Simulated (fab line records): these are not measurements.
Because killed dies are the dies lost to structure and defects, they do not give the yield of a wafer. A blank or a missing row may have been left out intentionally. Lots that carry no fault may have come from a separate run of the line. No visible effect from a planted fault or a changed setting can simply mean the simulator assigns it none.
Which of the tools did it? :: flow sky130 :: Sampling: 10 lots, 30 wafers, 6 of 708 route steps

WHAT EACH GAUGE READ, for each wafer
SKY_SPACER_THK_MEAS_01.
lot: L410
measured: day 23 05:35
on: film metro-01
SPACER_CVD_00_THK (nm): 43.5 43.8 43.7

lot: L413
measured: day 24 10:11
on: film metro-01
SPACER_CVD_00_THK (nm): 42.6 42.8 42.2

lot: L414
measured: day 24 23:53
on: film metro-02
SPACER_CVD_00_THK (nm): 42.6 42.7 42.6

lot: L418
measured: day 26 01:51
on: film metro-02
SPACER_CVD_00_THK (nm): 43.3 43.5 43.8

lot: L419
measured: day 26 12:37
on: film metro-01
SPACER_CVD_00_THK (nm): 43.0 43.1 43.2

lot: L421
measured: day 26 21:53
on: film metro-02
SPACER_CVD_00_THK (nm): 28.9 28.9 29.0

lot: L423
measured: day 27 10:22
on: film metro-04
SPACER_CVD_00_THK (nm): 29.0 28.8 29.1

lot: L431
measured: day 30 03:52
on: film metro-01
SPACER_CVD_00_THK (nm): 42.8 42.9 42.6

lot: L432
measured: day 30 03:51
on: film metro-04
SPACER_CVD_00_THK (nm): 42.5 42.9 42.7

lot: L433
measured: day 30 17:35
on: film metro-02
SPACER_CVD_00_THK (nm): 42.7 42.9 42.5

SKY_POLY_CUT_CD_MEAS_08 targets a cd of 270 nm.
lot: L410
measured: day 24 11:25
on: cd sem-02
cd nm (nm): 271.7 271.7 270.9

lot: L413
measured: day 25 15:50
on: cd sem-02
cd nm (nm): 272.4 272.8 271.5

lot: L414
measured: day 26 05:18
on: cd sem-02
cd nm (nm): 270.3 271.9 270.8

lot: L418
measured: day 27 07:04
on: cd sem-01
cd nm (nm): 271.0 272.4 271.9

lot: L419
measured: day 27 17:55
on: cd sem-01
cd nm (nm): 271.2 271.2 270.7

lot: L421
measured: day 28 03:08
on: cd sem-02
cd nm (nm): 270.7 271.7 270.9

lot: L423
measured: day 28 14:40
on: cd sem-02
cd nm (nm): 268.3 269.0 269.3

lot: L431
measured: day 31 07:37
on: cd sem-01
cd nm (nm): 269.0 268.4 268.5

lot: L432
measured: day 31 07:57
on: cd sem-02
cd nm (nm): 269.4 269.6 269.3

lot: L433
measured: day 31 21:36
on: cd sem-01
cd nm (nm): 268.4 267.6 268.5

WHICH TOOL RAN EACH LOT (tool, then ch and the chambers of the sampled wafers, then the start)
lot: L410
SKY_SONOS_ONO_ETCH_15: rie diel-02 ch 0,1, day 12 20:37
SKY_LDD_HVN_STRIP_09: plasma asher-04 ch 0,1, day 20 12:51
SKY_SPACER_CVD_00: lpcvd-02 ch 0, day 23 04:23
SKY_SPACER_ETCHBACK_02: rie diel-03 ch 0,1, day 23 05:39

lot: L413
SKY_SONOS_ONO_ETCH_15: rie diel-01 ch 1,2,3, day 13 23:23
SKY_LDD_HVN_STRIP_09: plasma asher-03 ch 0,1, day 21 19:26
SKY_SPACER_CVD_00: lpcvd-02 ch 0, day 24 08:59
SKY_SPACER_ETCHBACK_02: rie diel-04 ch 1,2,3, day 24 10:14

lot: L414
SKY_SONOS_ONO_ETCH_15: rie diel-02 ch 0,2,3, day 14 10:56
SKY_LDD_HVN_STRIP_09: plasma asher-01 ch 0,1, day 22 09:30
SKY_SPACER_CVD_00: lpcvd-02 ch 0, day 24 22:41
SKY_SPACER_ETCHBACK_02: rie diel-03 ch 0,3, day 24 23:57

lot: L418
SKY_SONOS_ONO_ETCH_15: rie diel-01 ch 0,2,3, day 15 09:26
SKY_LDD_HVN_STRIP_09: plasma asher-04 ch 0,1, day 23 10:42
SKY_SPACER_CVD_00: lpcvd-02 ch 0, day 26 00:39
SKY_SPACER_ETCHBACK_02: rie diel-04 ch 0,1,3, day 26 01:55

lot: L419
SKY_SONOS_ONO_ETCH_15: rie diel-01 ch 0,2,3, day 15 20:22
SKY_LDD_HVN_STRIP_09: plasma asher-03 ch 0,1, day 23 23:45
SKY_SPACER_CVD_00: lpcvd-02 ch 0, day 26 11:25
SKY_SPACER_ETCHBACK_02: rie diel-01 ch 0,1, day 26 12:41

lot: L421
SKY_SONOS_ONO_ETCH_15: rie diel-03 ch 0,1,3, day 16 05:56
SKY_LDD_HVN_STRIP_09: plasma asher-03 ch 0,1, day 24 08:41
SKY_SPACER_CVD_00: lpcvd-02 ch 0, day 26 20:40
SKY_SPACER_ETCHBACK_02: rie diel-04 ch 1,2,3, day 26 21:56

lot: L423
SKY_SONOS_ONO_ETCH_15: rie diel-01 ch 0,2, day 16 18:43
SKY_LDD_HVN_STRIP_09: plasma asher-01 ch 0,1, day 24 22:31
SKY_SPACER_CVD_00: lpcvd-02 ch 0, day 27 09:10
SKY_SPACER_ETCHBACK_02: rie diel-04 ch 0,3, day 27 10:26

lot: L431
SKY_SONOS_ONO_ETCH_15: rie diel-01 ch 1,3, day 19 16:17
SKY_LDD_HVN_STRIP_09: plasma asher-01 ch 0,1, day 27 13:35
SKY_SPACER_CVD_00: lpcvd-02 ch 1, day 30 02:02
SKY_SPACER_ETCHBACK_02: rie diel-03 ch 0,2,3, day 30 03:55

lot: L432
SKY_SONOS_ONO_ETCH_15: rie diel-02 ch 0,2,3, day 19 18:16
SKY_LDD_HVN_STRIP_09: plasma asher-01 ch 0,1, day 27 15:52
SKY_SPACER_CVD_00: lpcvd-02 ch 0, day 30 02:02
SKY_SPACER_ETCHBACK_02: rie diel-04 ch 2,3, day 30 03:55

lot: L433
SKY_SONOS_ONO_ETCH_15: rie diel-03 ch 0,1,3, day 20 11:58
SKY_LDD_HVN_STRIP_09: plasma asher-01 ch 0,1, day 28 08:26
SKY_SPACER_CVD_00: lpcvd-02 ch 0, day 30 16:23
SKY_SPACER_ETCHBACK_02: rie diel-04 ch 0,3, day 30 17:38
- SKY_SONOS_ONO_ETCH_15: etches the open film in CHF3/O2, target depth 19.52 nm, time 7.8 s.
- SKY_LDD_HVN_STRIP_09: strips in O2/N2.
- SKY_SPACER_CVD_00: deposits Si3N4 from DCS/NH3, target thk 43.1 nm, time 740 s.
- SKY_SPACER_ETCHBACK_02: etches Si3N4 in CH3F/O2, stops on SiO2, time 46.7 s, target depth 45 nm.

AS READ BY THE TOOLS THEMSELVES (means over the sampled wafers that have a number; for cases with no such wafer, the mark the record gives instead)
SKY_SONOS_ONO_ETCH_15.
lot: L410
tool: rie diel-02
drypump motor current A (A): 6.1
oes product au (a.u.): 0.983
throttle valve pct (%): 8.831

lot: L413
tool: rie diel-01
drypump motor current A (A): 5.4
oes product au (a.u.): 0.990
throttle valve pct (%): 8.824

lot: L414
tool: rie diel-02
drypump motor current A (A): 5.5
oes product au (a.u.): 0.994
throttle valve pct (%): 8.821

lot: L418
tool: rie diel-01
drypump motor current A (A): 5.5
oes product au (a.u.): 0.995
throttle valve pct (%): 8.821

lot: L419
tool: rie diel-01
drypump motor current A (A): 5.6
oes product au (a.u.): 0.999
throttle valve pct (%): 8.820

lot: L421
tool: rie diel-03
drypump motor current A (A): 6.0
oes product au (a.u.): 0.999
throttle valve pct (%): 8.832

lot: L423
tool: rie diel-01
drypump motor current A (A): 5.6
oes product au (a.u.): 1.002
throttle valve pct (%): 8.824

lot: L431
tool: rie diel-01
drypump motor current A (A): 5.4
oes product au (a.u.): 0.987
throttle valve pct (%): 8.820

lot: L432
tool: rie diel-02
drypump motor current A (A): 5.5
oes product au (a.u.): 0.993
throttle valve pct (%): 8.822

lot: L433
tool: rie diel-03
drypump motor current A (A): 6.0
oes product au (a.u.): 1.002
throttle valve pct (%): 8.829

SKY_LDD_HVN_STRIP_09.
lot: L410
tool: plasma asher-04
drypump motor current A (A): 6.5
oes product au (a.u.): 0.410
strip time to endpoint s (s): 4.122

lot: L413
tool: plasma asher-03
drypump motor current A (A): 6.1
oes product au (a.u.): 0.406
strip time to endpoint s (s): 4.137

lot: L414
tool: plasma asher-01
drypump motor current A (A): 5.7
oes product au (a.u.): 0.405
strip time to endpoint s (s): 4.135

lot: L418
tool: plasma asher-04
drypump motor current A (A): 6.4
oes product au (a.u.): 0.411
strip time to endpoint s (s): 4.120

lot: L419
tool: plasma asher-03
drypump motor current A (A): 6.1
oes product au (a.u.): 0.405
strip time to endpoint s (s): 4.125

lot: L421
tool: plasma asher-03
drypump motor current A (A): 6.2
oes product au (a.u.): 0.403
strip time to endpoint s (s): 4.126

lot: L423
tool: plasma asher-01
drypump motor current A (A): 5.7
oes product au (a.u.): 0.409
strip time to endpoint s (s): 4.135

lot: L431
tool: plasma asher-01
drypump motor current A (A): 5.7
oes product au (a.u.): 0.408
strip time to endpoint s (s): 4.124

lot: L432
tool: plasma asher-01
drypump motor current A (A): 5.7
oes product au (a.u.): 0.414
strip time to endpoint s (s): 4.144

lot: L433
tool: plasma asher-01
drypump motor current A (A): 5.7
oes product au (a.u.): 0.406
strip time to endpoint s (s): 4.127

SKY_SPACER_CVD_00.
lot: L410
tool: lpcvd-02
spike tc bottom C (C): 791.1
spike tc centre C (C): 770.1
spike tc lower C (C): 771.1
spike tc top C (C): 786.2
spike tc upper C (C): 770.4
susceptor temp C (C): 770.0
zone power top pct (%): 26.5

lot: L413
tool: lpcvd-02
spike tc bottom C (C): 791.2
spike tc centre C (C): 771.0
spike tc lower C (C): 769.9
spike tc top C (C): 786.7
spike tc upper C (C): 771.0
susceptor temp C (C): 769.9
zone power top pct (%): 26.6

lot: L414
tool: lpcvd-02
spike tc bottom C (C): 791.2
spike tc centre C (C): 769.7
spike tc lower C (C): 770.4
spike tc top C (C): 787.0
spike tc upper C (C): 770.8
susceptor temp C (C): 769.9
zone power top pct (%): 26.4

lot: L418
tool: lpcvd-02
spike tc bottom C (C): 792.3
spike tc centre C (C): 769.3
spike tc lower C (C): 770.8
spike tc top C (C): 788.1
spike tc upper C (C): 770.3
susceptor temp C (C): 769.8
zone power top pct (%): 26.6

lot: L419
tool: lpcvd-02
spike tc bottom C (C): 791.8
spike tc centre C (C): 770.2
spike tc lower C (C): 769.7
spike tc top C (C): 787.6
spike tc upper C (C): 770.7
susceptor temp C (C): 770.4
zone power top pct (%): 26.6

lot: L421
tool: lpcvd-02
spike tc bottom C (C): 771.7
spike tc centre C (C): 749.0
spike tc lower C (C): 750.6
spike tc top C (C): 768.5
spike tc upper C (C): 751.6
susceptor temp C (C): 750.5
zone power top pct (%): 25.7

lot: L423
tool: lpcvd-02
spike tc bottom C (C): 771.2
spike tc centre C (C): 750.6
spike tc lower C (C): 750.3
spike tc top C (C): 768.2
spike tc upper C (C): 751.0
susceptor temp C (C): 749.3
zone power top pct (%): 25.4

lot: L431
tool: lpcvd-02
spike tc bottom C (C): 790.5
spike tc centre C (C): 771.0
spike tc lower C (C): 772.3
spike tc top C (C): 783.5
spike tc upper C (C): 769.4
susceptor temp C (C): 769.8
zone power top pct (%): 27.3

lot: L432
tool: lpcvd-02
spike tc bottom C (C): 791.6
spike tc centre C (C): 769.2
spike tc lower C (C): 770.8
spike tc top C (C): 788.0
spike tc upper C (C): 771.7
susceptor temp C (C): 770.5
zone power top pct (%): 26.6

lot: L433
tool: lpcvd-02
spike tc bottom C (C): 791.8
spike tc centre C (C): 770.8
spike tc lower C (C): 769.8
spike tc top C (C): 787.1
spike tc upper C (C): 771.6
susceptor temp C (C): 769.7
zone power top pct (%): 26.4

SKY_SPACER_ETCHBACK_02.
lot: L410
tool: rie diel-03
drypump motor current A (A): 6.1
oes product au (a.u.): 0.865
throttle valve pct (%): 10.572

lot: L413
tool: rie diel-04
drypump motor current A (A): 6.0
oes product au (a.u.): 0.847
throttle valve pct (%): 10.558

lot: L414
tool: rie diel-03
drypump motor current A (A): 6.2
oes product au (a.u.): 0.843
throttle valve pct (%): 10.556

lot: L418
tool: rie diel-04
drypump motor current A (A): 5.9
oes product au (a.u.): 0.861
throttle valve pct (%): 10.561

lot: L419
tool: rie diel-01
drypump motor current A (A): 5.8
oes product au (a.u.): 0.858
throttle valve pct (%): 10.569

lot: L421
tool: rie diel-04
drypump motor current A (A): 5.9
oes product au (a.u.): 0.702
throttle valve pct (%): 10.542

lot: L423
tool: rie diel-04
drypump motor current A (A): 5.9
oes product au (a.u.): 0.694
throttle valve pct (%): 10.538

lot: L431
tool: rie diel-03
drypump motor current A (A): 6.2
oes product au (a.u.): 0.849
throttle valve pct (%): 10.560

lot: L432
tool: rie diel-04
drypump motor current A (A): 6.0
oes product au (a.u.): 0.846
throttle valve pct (%): 10.560

lot: L433
tool: rie diel-04
drypump motor current A (A): 5.9
oes product au (a.u.): 0.852
throttle valve pct (%): 10.558

THE ANSWER, worked out from the rows above alone
Rule: the lots themselves supply what counts as usual. Put in order of their means at a reading, lots are off if they are a third of the lots or fewer, leave a main group of 4 or more, and stand apart from it by a gap of 3 or more times the standard deviation of the main group's means; of several such gaps the widest counts. The tables above print the reading to a certain number of digits; a main group whose means all agree to those digits is not used. A lot without any number at a reading at which 4 lots or more have one is off too. The other lots that the step has rows for count as sound. Order of review: gauges by route order, followed by the tools' own readings, for which a lot's mean as printed above is used. The first step at which some lot is off is used, and at that step the reading that is off furthest; a lot without a number counts as furthest.
Off: L421, L423, at SKY_SPACER_THK_MEAS_01 (SPACER_CVD_00_THK). Main group: mean 43.0 nm, sd 0.4.
A tool fits if, at a process step before that reading, it ran every lot that is off, and no sound lot after the first of them. The gauges at SKY_SPACER_THK_MEAS_01 aren't tried: what is off there is off at SKY_SPACER_CVD_00 too, on other tools, and a gauge's error can't cause that. No candidate that was tried fits.

WHAT THE SIMULATOR HAD INSERTED
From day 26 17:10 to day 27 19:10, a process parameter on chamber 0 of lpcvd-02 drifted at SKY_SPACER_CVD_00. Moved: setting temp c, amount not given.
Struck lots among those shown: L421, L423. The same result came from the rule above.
